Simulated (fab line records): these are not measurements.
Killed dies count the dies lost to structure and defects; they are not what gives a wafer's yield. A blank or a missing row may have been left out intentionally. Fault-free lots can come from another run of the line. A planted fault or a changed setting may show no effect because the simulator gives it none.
Chamber matching / flow gf180mcu / GF_V4_CMP_26 on cmp-01: 4 sister chambers
The step polishes, stops on SiO2, t overpolish 15 s, target thk 0 nm. 7 wafers are shown with their chamber, then 7 later ones without.

EACH WAFER AND ITS CHAMBER
wafer=L696.6; chamber=1; overpolish_run_s (s)=15.021; motor_current_A (A)=11.2
wafer=L702.3; chamber=2; overpolish_run_s (s)=14.993; motor_current_A (A)=11.2
wafer=L707.1; chamber=3; overpolish_run_s (s)=15.001; motor_current_A (A)=11.2
wafer=L707.2; chamber=2; overpolish_run_s (s)=14.987; motor_current_A (A)=10.9
wafer=L707.6; chamber=3; overpolish_run_s (s)=15.009; motor_current_A (A)=10.9
wafer=L710.4; chamber=0; overpolish_run_s (s)=14.991; motor_current_A (A)=11.1
wafer=L710.5; chamber=0; overpolish_run_s (s)=15.011; motor_current_A (A)=10.2

WAFERS MISSING THEIR CHAMBER
wafer=L710.6; overpolish_run_s (s)=15.012; motor_current_A (A)=11.6
wafer=L711.4; overpolish_run_s (s)=14.993; motor_current_A (A)=10.6
wafer=L711.5; overpolish_run_s (s)=15.011; motor_current_A (A)=11.9
wafer=L711.6; overpolish_run_s (s)=14.993; motor_current_A (A)=11.5
wafer=L716.1; overpolish_run_s (s)=14.984; motor_current_A (A)=10.8
wafer=L716.2; overpolish_run_s (s)=14.988; motor_current_A (A)=11.7
wafer=L716.4; overpolish_run_s (s)=15.006; motor_current_A (A)=11.7

WHICH CHAMBER EACH WENT THROUGH
wafer=L710.6; from the rows above=can't be placed: 1 or 3 or 0 or 2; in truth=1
wafer=L711.4; from the rows above=can't be placed: 0 or 2 or 3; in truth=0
wafer=L711.5; from the rows above=can't be placed: 1 or 3 or 2 or 0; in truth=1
wafer=L711.6; from the rows above=can't be placed: 2 or 3 or 0 or 1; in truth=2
wafer=L716.1; from the rows above=can't be placed: 2 or 0 or 3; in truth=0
wafer=L716.2; from the rows above=can't be placed: 2 or 3 or 0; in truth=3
wafer=L716.4; from the rows above=can't be placed: 3 or 1 or 2 or 0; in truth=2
0 of 7 placed correctly. Can't be placed from these rows: 7 (the true chamber is among the candidates in 7). Number placed wrongly: 0.
How it was worked out, from the rows above alone: a wafer's distance from a chamber is the root of the sum, over the readings, of the square of ((its reading less the chamber's mean) divided by the reading's scatter). If the next closest chamber is less than 2 further off than the closest, the wafer can't be placed; otherwise it belongs to the closest. Each chamber's mean is taken over the wafers shown for it. The scatter: take each reading less its chamber's mean, square it, sum over the shown wafers, divide by the number of wafers less the number of chambers, and take the root.
